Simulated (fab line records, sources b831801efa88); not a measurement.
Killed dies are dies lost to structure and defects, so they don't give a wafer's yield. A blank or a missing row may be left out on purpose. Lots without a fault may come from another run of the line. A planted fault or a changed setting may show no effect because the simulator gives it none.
fab line records | flow sky130
record lots=6 wafers=18 last_day=50
route steps=708 shown METAL3@561 VIA3@573 PAD_OPEN@708
lots that met no fault: from a run of the same line without faults
start_h: hours from the record's first day to the start of the lot's first wafer shown | wait_h: hours since the lot's step before | " the same as in the row above | L1.1+2: a row that stands for several wafers | - no value, or no start given | * or withheld: withheld | < > ~ a bound
route shown NAME@n: a module of which the file shows steps, and the number in the route of the first | usual: mean/standard deviation of fault-free wafers | same: alike in all rows | chamber/n: place in a boat | sites: the reading at each site | _std_site: their standard deviation | _edge_site: outer sites' mean less inner sites' | radius_mm: how far each site lies from the wafer's centre | mask NAME#n: copy n | behind: the tool/chamber that last shaped the wafer | hold: why the lot was held/for how many hours/how that ended | device: the transistor (n, p or np) that didn't switch | end of line: the same wafers' tests at the end of the route | a step without rows: its recipe alone | killed: dies lost to structure and defects at the first sort, not the wafer's yield | map: a wafer's dies, x killed, . not, _ none there
set.NAME: the setting as run; set.NAME@STEP: as run at that earlier step | model.NAME: the simulator's own value behind a step, which no gauge read
lots at some steps of the route; a table a step, a row a wafer
services: from which hour (start_h, from the record's first day; less than 0 if before it) a tool's chamber was out of use, for how many hours, and why
## steps
# step SKY_METAL3_PEB_11
# recipe peb_temp_c=withheld peb_time_s=withheld resist=KrF-thick
# step SKY_METAL3_DEVELOP_12
# recipe develop_time_s=58.83 resist=KrF-thick dev_temp_c=21
# step SKY_METAL3_CD_MEAS_13
# recipe target_cd_nm=300
# usual cd_nm=299.9/1.8
# columns lot.wafer tool chamber start_h wait_h cd_nm
L843.1 cd_sem-01 - 901.16 - 296.6
L843.2 " - " " 296.9
L843.6 " - " " 295.7
L846.4 cd_sem-01 - 921.21 - 296.1
L846.5 " - " " 297.3
L846.6 " - " " 296.8
L854.3 cd_sem-01 - 984.80 - 301.4
L854.4 " - " " 301.2
L854.5 " - " " 301.0
L853.1 cd_sem-02 - 990.52 - 299.6
L853.2 " - " " 299.6
L853.3 " - " " 299.7
L862.2 cd_sem-01 - 1049.75 - 300.6
L862.3 " - " " 302.0
L862.6 " - " " 302.0
L865.4 cd_sem-02 - 1076.66 - 300.1
L865.5 " - " " 302.1
L865.6 " - " " 300.9
# step SKY_METAL3_OVL_MEAS_14
# usual METAL3_OVL=4/4.9
# columns lot.wafer tool chamber start_h wait_h METAL3_OVL[nm]
L843.1 overlay-02 - 901.28 0.1 -1
L843.2 " - " " 0
L843.6 " - " " 6
L846.4 overlay-02 - 921.29 0.1 8
L846.5 " - " " 4
L846.6 " - " " 9
L854.3 overlay-02 - 984.89 0.1 9
L854.4 " - " " -2
L854.5 " - " " 7
L853.1 overlay-02 - 990.64 0.1 8
L853.2 " - " " 12
L853.3 " - " " 8
L862.2 overlay-01 - 1049.85 0.1 6
L862.3 " - " " 6
L862.6 " - " " 6
L865.4 overlay-02 - 1076.74 0.1 -3
L865.5 " - " " 1
L865.6 " - " " 2
# step SKY_METAL3_DESCUM_15
# recipe chemistry=O2 source_power_w=150 bias_power_w=0 pressure_mtorr=10 temp_c=40 time_s=8
# usual drypump_motor_current_A=5.6/0.51 oes_product_au=1.001/0.0091
# columns lot.wafer tool chamber start_h wait_h drypump_motor_current_A oes_product_au rf_hours_counter_h
L843.1 rie_metal-02 0 901.32 0.0 4.9 0.997 4
L843.2 " 1 " " 5.1 0.999 4
L843.6 " 0 " " 4.9 1.005 -
L846.4 rie_metal-03 1 921.32 0.0 6.3 1.002 -
L846.5 " 1 " " 6.3 1.003 -
L846.6 " 0 " " 5.4 0.997 -
L854.3 rie_metal-03 0 984.93 0.0 5.4 0.998 -
L854.4 " 1 " " 6.3 1.019 -
L854.5 " 0 " " 5.4 1.008 -
L853.1 rie_metal-02 0 990.68 0.0 4.8 0.991 9
L853.2 " 1 " " 5.1 0.999 9
L853.3 " 1 " " 5.1 0.994 -
L862.2 rie_metal-04 1 1049.88 0.0 6.0 1.005 11
L862.3 " 1 " " 6.0 0.999 -
L862.6 " 1 " " 6.0 1.005 -
L865.4 rie_metal-04 1 1076.77 0.0 6.0 1.005 -
L865.5 " 0 " " 5.7 0.992 -
L865.6 " 1 " " 6.0 1.004 -
# step SKY_METAL3_ETCH_16
# recipe chemistry=N2/H2 target=BARC ion_energy_ev=200 bias_w=100 pressure_mtorr=30 n2_flow_sccm=100 h2_flow_sccm=200 icp_w=500 stop_on=SiO2 time_s=88.2 target_depth_a=600
# usual drypump_motor_current_A=5.6/0.51 oes_product_au=0.626/0.0043 throttle_valve_pct=13.205/0.0089
# columns lot.wafer tool chamber start_h wait_h drypump_motor_current_A oes_product_au rf_hours_counter_h throttle_valve_pct
L843.1 rie_metal-02 0 901.35 0.0 4.9 0.621 4 13.199
L843.2 " 1 " " 5.1 0.626 4 13.206
L843.6 " 0 " " 4.9 0.631 - 13.206
L846.4 rie_metal-03 1 921.37 0.0 6.3 0.623 - 13.199
L846.5 " 1 " " 6.3 0.625 - 13.215
L846.6 " 0 " " 5.4 0.625 - 13.205
L854.3 rie_metal-03 0 984.98 0.0 5.4 0.622 - 13.214
L854.4 " 1 " " 6.3 0.633 - 13.219
L854.5 " 0 " " 5.4 0.625 - 13.206
L853.1 rie_metal-02 0 990.71 0.0 4.9 0.627 9 13.200
L853.2 " 1 " " 5.1 0.633 9 13.218
L853.3 " 1 " " 5.1 0.631 - 13.198
L862.2 rie_metal-04 1 1049.91 0.0 6.0 0.628 11 13.191
L862.3 " 1 " " 6.0 0.624 - 13.187
L862.6 " 1 " " 6.1 0.632 - 13.196
L865.4 rie_metal-04 1 1076.82 0.0 6.0 0.627 - 13.208
L865.5 " 0 " " 5.7 0.623 - 13.219
L865.6 " 1 " " 6.0 0.625 - 13.208
# step SKY_METAL3_ETCH_17
# recipe target=SiO2 stop_on=TiN chemistry=C4F8/O2/Ar source_w=1500 bias_w=1200 pressure_mtorr=40 c4f8_flow_sccm=withheld O2_flow_sccm=6 Ar_flow_sccm=300 time_s=3.9 target_depth_a=150
# usual oes_product_au=0.754/0.0069
# columns lot.wafer tool chamber start_h wait_h oes_product_au
L843.1 rie_diel-03 3 901.45 0.1 0.749
L843.2 " 0 " " 0.750
L843.6 " 2 " " 0.767
L846.4 rie_diel-02 1 921.43 0.0 0.756
L846.5 " 3 " " 0.765
L846.6 " 2 " " 0.749
L854.3 rie_diel-04 1 985.05 0.0 0.747
L854.4 " 2 " " 0.758
L854.5 " 3 " " 0.753
L853.1 rie_diel-02 0 990.81 0.1 0.751
L853.2 " 2 " " 0.757
L853.3 " 1 " " 0.746
L862.2 rie_diel-03 0 1050.01 0.1 0.752
L862.3 " 2 " " 0.756
L862.6 " 1 " " 0.748
L865.4 rie_diel-02 2 1076.89 0.0 0.749
L865.5 " 2 " " 0.747
L865.6 " 3 " " 0.745
# step SKY_METAL3_METAL_ETCH_18
# recipe target_depth_a=8450 stop_on=SiO2 over_etch_frac=0.3 time_s=183.1 chemistry=Cl2/BCl3 resist_sidewall_deg=88 pressure_mtorr=10 icp_w=900 bias_w=48.5 Cl2_flow_sccm=60 bcl3_flow_sccm=30
# usual bcl3_flow_sccm=29.99/0.094 drypump_motor_current_A=5.7/0.44 mfc_cl2_sccm=60.02/0.18 oes_product_au=0.866/0.0061 throttle_valve_pct=22.265/0.0089
# same over_etch_frac=0.3
# columns lot.wafer tool chamber start_h wait_h bcl3_flow_sccm drypump_motor_current_A mfc_cl2_sccm oes_product_au rf_hours_counter_h throttle_valve_pct
L843.1 rie_metal-04 0 901.46 0.0 29.99 5.7 60.24 0.875 7 22.274
L843.2 " 1 " " 30.13 6.1 59.67 0.866 3 22.254
L843.6 " 0 " " 29.84 5.7 60.11 0.873 - 22.255
L846.4 rie_metal-02 1 921.51 0.1 30.00 5.0 60.18 0.866 - 22.270
L846.5 " 0 " " 29.99 4.9 60.10 0.862 - 22.271
L846.6 " 1 " " 29.85 5.0 60.07 0.862 - 22.266
L854.3 rie_metal-04 1 985.12 0.1 29.90 6.0 59.85 0.869 - 22.262
L854.4 " 0 " " 30.03 5.6 60.28 0.863 - 22.263
L854.5 " 1 " " 30.05 6.1 59.96 0.868 - 22.252
L853.1 rie_metal-04 0 990.83 0.0 29.82 5.7 60.12 0.872 12 22.282
L853.2 " 1 " " 29.89 6.0 59.83 0.865 7 22.272
L853.3 " 1 " " 29.92 6.1 59.94 0.874 - 22.272
L862.2 rie_metal-02 0 1050.03 0.0 30.02 4.9 59.88 0.870 12 22.268
L862.3 " 1 " " 29.94 5.0 60.10 0.872 - 22.260
L862.6 " 1 " " 30.02 5.1 60.01 0.870 - 22.276
L865.4 rie_metal-03 1 1076.96 0.1 29.98 6.3 60.15 0.871 - 22.254
L865.5 " 0 " " 30.02 5.4 59.89 0.868 - 22.263
L865.6 " 1 " " 29.98 6.3 59.84 0.866 - 22.260
# step SKY_METAL3_STRIP_19
# recipe chemistry=O2/N2 power_w=1400 pressure_mtorr=1500 platen_temp_c=withheld o2_flow_sccm=3000 n2_flow_sccm=300 overash_fraction=0.5
# step SKY_METAL3_STRIP_20
# recipe chemistry=post_etch_residue_remover time_s=1200 temp_c=72.5
# step SKY_METAL3_CLEAN_21
# recipe chemistry=IPA time_s=180 temp_c=25
# step SKY_METAL3_CLEAN_22
# recipe chemistry=O3/DIW dry=n2_spin
# step SKY_VIA3_HDPCVD_00
# recipe material=SiO2 target_thk_nm=1635 sigma_open_frac=0.3 time_s=272.5 temp_c=400 sih4_flow_sccm=60 pressure_mtorr=6
# columns lot.wafer tool chamber start_h wait_h model.SiO2_of_VIA3_HDPCVD_00.thk_nm
L843.1+6 hdpcvd-01 2,1 902.30 0.0 1620
L843.2 " 0 " " 1621
L846.4 hdpcvd-02 1 922.31 0.1 1651
L846.5 " 0 " " 1665
L846.6 " 2 " " 1646
L854.3 hdpcvd-02 0 985.84 0.0 2814
L854.4 " 0 " " 2812
L854.5 " 1 " " 2806
L853.1 hdpcvd-02 1 991.60 0.0 2788
L853.2 " 2 " " 2791
L853.3 " 0 " " 2826
L862.2 hdpcvd-01 1 1050.80 0.0 1642
L862.3 " 2 " " 1636
L862.6 " 2 " " 1613
L865.4 hdpcvd-01 2 1077.76 0.1 1650
L865.5 " 1 " " 1636
L865.6 " 0 " " 1648
# step SKY_VIA3_THK_MEAS_01
# recipe reads=SiO2_of_VIA3_HDPCVD_00
# usual VIA3_HDPCVD_THK=1642/16
# columns lot.wafer tool chamber start_h wait_h VIA3_HDPCVD_THK[nm]
L843.1 film_metro-03 - 902.47 0.1 1621
L843.2 " - " " 1622
L843.6 " - " " 1621
L846.4 film_metro-03 - 922.42 0.0 1651
L846.5 " - " " 1666
L846.6 " - " " 1647
L854.3 film_metro-03 - 986.03 0.1 2815
L854.4 " - " " 2813
L854.5 " - " " 2806
L853.1 film_metro-04 - 991.81 0.1 2788
L853.2 " - " " 2791
L853.3 " - " " 2827
L862.2 film_metro-04 - 1050.98 0.1 1640
L862.3 " - " " 1635
L862.6 " - " " 1614
L865.4 film_metro-04 - 1077.87 0.0 1650
L865.5 " - " " 1636
L865.6 " - " " 1647
# step SKY_VIA3_CMP_02
# recipe material=SiO2 down_force_psi=4 platen_rpm=60 pad_velocity_m_s=0.94248
# usual motor_current_A=11.8/0.97
# columns lot.wafer tool chamber start_h wait_h motor_current_A
L843.2 cmp-02 1 902.53 0.0 10.7
L843.1 " 2 " " 11.9
L843.6 " 1 " " 10.9
L846.4 cmp-01 1 922.45 0.0 11.5
L846.5 " 1 " " 10.9
L846.6 " 2 " " 13.7
L854.3 cmp-01 1 990.14 4.1 10.4
L854.4 " 3 " " 11.1
L854.5 " 1 " " 10.7
L853.2 cmp-02 3 994.03 2.2 11.6
L853.1 " 0 " " 11.6
L853.3 " 1 " " 10.8
L862.2 cmp-02 2 1051.03 0.0 11.1
L862.3 " 3 " " 11.9
L862.6 " 3 " " 11.8
L865.4 cmp-01 1 1078.05 0.2 10.7
L865.6 " 2 " " 13.9
L865.5 " 3 " " 11.5
# step SKY_PAD_OPEN_PROBE_99
# usual defect_limited_yield=82.5/1.9 killed_at_M0_to_M3=44/7.2 killed_at_M4_up=3.0/1.8 killed_at_contacts=24/5.4 killed_at_front_end=14/4.4 killed_at_other=0.4/0.64 killed_dies=86/9.4 killed_on_rim=17/3.8 killed_open=47/7.7 killed_short=39/5.8 sort_bin_3_pad_short=0.9/0.38 sort_bin_5_function=10.3/1.4 sort_bin_6_memory=6.4/1.2 sort_n_pass=406/9.4 sort_yield_pct=82.5/1.9
# same gross_dies=492 killed_at_back_side=0 sort_bin_4_leakage[%]=0 sort_bin_8_speed[%]=0
# columns lot.wafer tool chamber start_h wait_h defect_limited_yield[%] killed_at_M0_to_M3 killed_at_M4_up killed_at_contacts killed_at_front_end killed_at_other killed_dies killed_on_rim killed_open killed_short sort_bin_3_pad_short[%] sort_bin_5_function[%] sort_bin_6_memory[%] sort_n_pass sort_yield_pct[%]
L843.1 prober-01 - 1069.88 0.1 82.5 35 1 37 12 1 86 12 50 36 1.0 11.0 5.5 406 82.5
L843.2 prober-01 - 1069.93 0.1 82.9 42 2 23 15 2 84 19 42 42 0.4 10.0 6.7 408 82.9
L843.6 prober-01 - 1070.13 0.2 81.5 39 3 25 23 1 91 9 49 42 0.4 12.6 5.5 401 81.5
L846.4 prober-02 - 1089.56 0.2 82.5 47 7 16 16 0 86 14 43 43 1.0 9.8 6.7 406 82.5
L846.5 prober-02 - 1089.61 0.2 81.3 39 3 23 27 0 92 15 48 44 1.0 10.2 7.5 400 81.3
L846.6 prober-02 - 1089.66 0.2 84.1 28 3 28 19 0 78 11 51 27 0.8 10.8 4.3 414 84.1
L854.3 prober-01 - 1142.33 0.2 82.3 36 10 24 17 0 87 21 56 31 0.2 12.6 4.9 405 82.3
L854.4 prober-01 - 1142.38 0.2 81.9 42 1 32 14 0 89 18 51 38 1.2 10.2 6.7 403 81.9
L854.5 prober-01 - 1142.43 0.2 82.9 45 4 21 14 0 84 13 40 44 1.0 10.6 5.5 408 82.9
L853.1 prober-02 - 1149.13 0.1 83.7 43 4 16 17 0 80 19 38 42 0.8 8.3 7.1 412 83.7
L853.2 prober-02 - 1149.18 0.1 81.3 51 1 23 17 0 92 17 47 44 0.6 9.3 8.7 400 81.3
L853.3 prober-02 - 1149.23 0.2 80.9 53 0 19 21 1 94 11 53 40 1.0 10.8 7.3 398 80.9
L862.2 prober-01 - 1192.47 0.1 82.7 46 1 19 19 0 85 19 38 47 1.2 10.6 5.5 407 82.7
L862.3 prober-01 - 1192.52 0.2 85.0 45 2 12 15 0 74 12 39 35 1.4 7.9 5.7 418 85.0
L862.6 prober-01 - 1192.67 0.2 78.5 61 4 28 12 1 106 24 66 40 0.8 14.0 6.7 386 78.5
L865.4 prober-01 - 1210.94 0.2 81.1 54 2 29 8 0 93 22 54 39 1.2 12.4 5.3 399 81.1
L865.5 prober-01 - 1210.99 0.2 83.3 38 0 26 18 0 82 14 46 36 0.6 11.2 4.9 410 83.3
L865.6 prober-01 - 1211.04 0.2 81.1 47 3 28 14 1 93 22 44 49 1.2 11.8 5.9 399 81.1
# killed by level:class
L843.1 LI_CONTACT:geometric_particle:open=12 CONTACT:geometric_particle:open=11 VIA1:geometric_particle:open=9 LI_CONTACT:geometric_particle:short=5 VIA2:geometric_particle:open=5 VIA3:geometric_particle:short=5 FIELD_ISO:geometric_particle:short=4 CONTACT:geometric_particle:short=4
L843.2 LI_CONTACT:geometric_particle:open=10 VIA1:geometric_particle:open=8 METAL2:geometric_particle:short=8 VIA3:geometric_particle:open=8 CONTACT:geometric_particle:open=5 VIA1:geometric_particle:short=4 LOCAL_INTERCONNECT:geometric_particle:short=4 CONTACT:geometric_particle:short=4
L843.6 CONTACT:geometric_particle:open=10 VIA3:geometric_particle:open=9 VIA1:geometric_particle:open=7 METAL2:geometric_particle:short=7 FIELD_ISO:geometric_particle:open=6 LI_CONTACT:geometric_particle:open=6 CONTACT:geometric_particle:short=6 METAL1:geometric_particle:short=5
L846.4 VIA2:geometric_particle:open=12 METAL2:geometric_particle:short=9 VIA1:geometric_particle:open=6 VIA3:geometric_particle:short=6 CONTACT:geometric_particle:open=6 POLY_GATE:geometric_particle:open=5 METAL1:geometric_particle:short=5 FIELD_ISO:geometric_particle:short=4
L846.5 POLY_GATE:geometric_particle:short=8 CONTACT:geometric_particle:open=8 VIA1:geometric_particle:open=8 VIA2:geometric_particle:open=8 FIELD_ISO:geometric_particle:short=7 METAL1:geometric_particle:short=6 POLY_GATE:geometric_particle:open=5 LI_CONTACT:geometric_particle:open=5
L846.6 VIA3:geometric_particle:open=11 CONTACT:geometric_particle:open=11 LI_CONTACT:geometric_particle:open=9 VIA1:geometric_particle:open=7 POLY_GATE:geometric_particle:open=5 POLY_GATE:geometric_particle:short=5 FIELD_ISO:geometric_particle:open=4 FIELD_ISO:geometric_particle:short=4
L854.3 CONTACT:geometric_particle:open=15 VIA3:geometric_particle:open=9 FIELD_ISO:geometric_particle:open=7 METAL4:geometric_particle:short=7 LI_CONTACT:geometric_particle:open=6 VIA1:geometric_particle:open=6 METAL2:geometric_particle:short=5 POLY_GATE:geometric_particle:open=3
L854.4 CONTACT:geometric_particle:open=12 VIA1:geometric_particle:open=9 FIELD_ISO:geometric_particle:open=7 LI_CONTACT:geometric_particle:open=7 VIA3:geometric_particle:open=6 METAL1:geometric_particle:short=5 FIELD_ISO:geometric_particle:short=4 LI_CONTACT:geometric_particle:short=4
L854.5 CONTACT:geometric_particle:open=12 VIA1:geometric_particle:open=10 METAL1:geometric_particle:short=6 VIA2:geometric_particle:short=6 VIA1:geometric_particle:short=5 VIA2:geometric_particle:open=5 VIA3:geometric_particle:open=5 POLY_CUT:geometric_particle:short=4
L853.1 VIA1:geometric_particle:open=14 POLY_GATE:geometric_particle:short=10 VIA1:geometric_particle:short=10 VIA2:geometric_particle:open=7 LI_CONTACT:geometric_particle:open=5 CONTACT:geometric_particle:open=5 METAL2:geometric_particle:short=5 METAL4:geometric_particle:short=4
L853.2 VIA1:geometric_particle:open=18 METAL2:geometric_particle:short=9 VIA2:geometric_particle:open=8 VIA1:geometric_particle:short=7 FIELD_ISO:geometric_particle:open=5 LI_CONTACT:geometric_particle:short=5 CONTACT:geometric_particle:open=5 FIELD_ISO:geometric_particle:short=4
L853.3 VIA1:geometric_particle:open=14 CONTACT:geometric_particle:open=8 VIA2:geometric_particle:open=8 VIA1:geometric_particle:short=7 FIELD_ISO:geometric_particle:short=5 POLY_GATE:geometric_particle:short=5 LI_CONTACT:geometric_particle:open=5 POLY_GATE:geometric_particle:open=4
L862.2 VIA1:geometric_particle:open=9 CONTACT:geometric_particle:open=8 METAL2:geometric_particle:short=7 VIA2:geometric_particle:short=7 FIELD_ISO:geometric_particle:short=6 VIA2:geometric_particle:open=6 METAL1:geometric_particle:short=6 POLY_GATE:geometric_particle:short=4
L862.3 VIA1:geometric_particle:open=11 VIA2:geometric_particle:open=9 VIA3:geometric_particle:short=6 VIA1:geometric_particle:short=5 FIELD_ISO:geometric_particle:open=3 POLY_GATE:geometric_particle:open=3 POLY_GATE:geometric_particle:short=3 LI_CONTACT:geometric_particle:open=3
L862.6 VIA1:geometric_particle:open=16 LI_CONTACT:geometric_particle:open=10 CONTACT:geometric_particle:open=9 VIA3:geometric_particle:open=8 METAL1:geometric_particle:short=8 VIA2:geometric_particle:open=7 METAL1:geometric_particle:open=6 VIA2:geometric_particle:short=6
L865.4 VIA1:geometric_particle:open=11 CONTACT:geometric_particle:open=10 VIA2:geometric_particle:open=9 LI_CONTACT:geometric_particle:open=7 CONTACT:geometric_particle:short=7 METAL2:geometric_particle:short=6 VIA1:geometric_particle:short=6 FIELD_ISO:geometric_particle:short=5
L865.5 CONTACT:geometric_particle:open=10 VIA1:geometric_particle:open=9 CONTACT:geometric_particle:short=7 METAL1:geometric_particle:short=7 VIA3:geometric_particle:open=7 FIELD_ISO:geometric_particle:open=5 LOCAL_INTERCONNECT:geometric_particle:short=5 VIA2:geometric_particle:open=5
L865.6 CONTACT:geometric_particle:open=12 VIA1:geometric_particle:open=8 METAL3:geometric_particle:short=7 METAL1:geometric_particle:short=6 LI_CONTACT:geometric_particle:open=5 METAL2:geometric_particle:short=5 VIA3:geometric_particle:open=5 VIA2:geometric_particle:open=5
## services
# columns tool chamber start_h hours kind
cmp-01 - 884.46 1.6 repair
rie_diel-02 1 889.03 1.4 repair
rie_diel-03 1 891.68 16.5 repair
cmp-02 - 895.34 0.5 repair
rie_diel-02 0 899.46 7.1 repair
cmp-01 - 901.76 2.8 repair
cmp-02 - 918.87 4.0 pm
hdpcvd-02 - 950.25 15.0 pm
rie_diel-02 3 952.51 1.4 repair
cmp-02 - 956.10 3.6 pm
rie_metal-04 - 967.80 1.4 repair
cmp-02 - 983.60 8.9 pm
rie_metal-02 - 994.45 1.2 repair
hdpcvd-02 0 996.25 3.5 repair
rie_metal-02 1 998.34 22.1 repair
rie_diel-02 2 999.43 5.8 repair
rie_diel-02 - 1003.64 0.3 repair
cmp-02 - 1013.64 2.5 repair
rie_metal-02 0 1015.91 9.0 repair
cmp-01 - 1037.63 0.6 repair
rie_metal-03 - 1038.25 0.4 repair
hdpcvd-02 0 1056.05 8.6 repair
hdpcvd-02 2 1069.10 3.5 repair
rie_metal-02 - 1071.55 0.4 repair
## key
first_sign step=SKY_VIA3_THK_MEAS_01 reading=VIA3_HDPCVD_THK direction=up sigmas=75 usual=1642 struck=2807
effect none on later readings
model_effect step=SKY_VIA3_HDPCVD_00 value=SiO2_of_VIA3_HDPCVD_00.thk_nm without=1654 struck=2806
met_at SKY_VIA3_HDPCVD_00
struck_wafers L853.1,L853.2,L853.3,L854.3,L854.4,L854.5
onset_between 922.31 985.84
also_fits SKY_METAL3_METAL_ETCH_18:rie_metal-04
fault kind=process_parameter_drift tool=hdpcvd-02 chamber=- onset_h=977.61 steps=SKY_VIA3_HDPCVD_00 channel=target_thk_nm offset=1152.4 shape=step end_h=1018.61 acts_in=these_recipes_only stated=1635
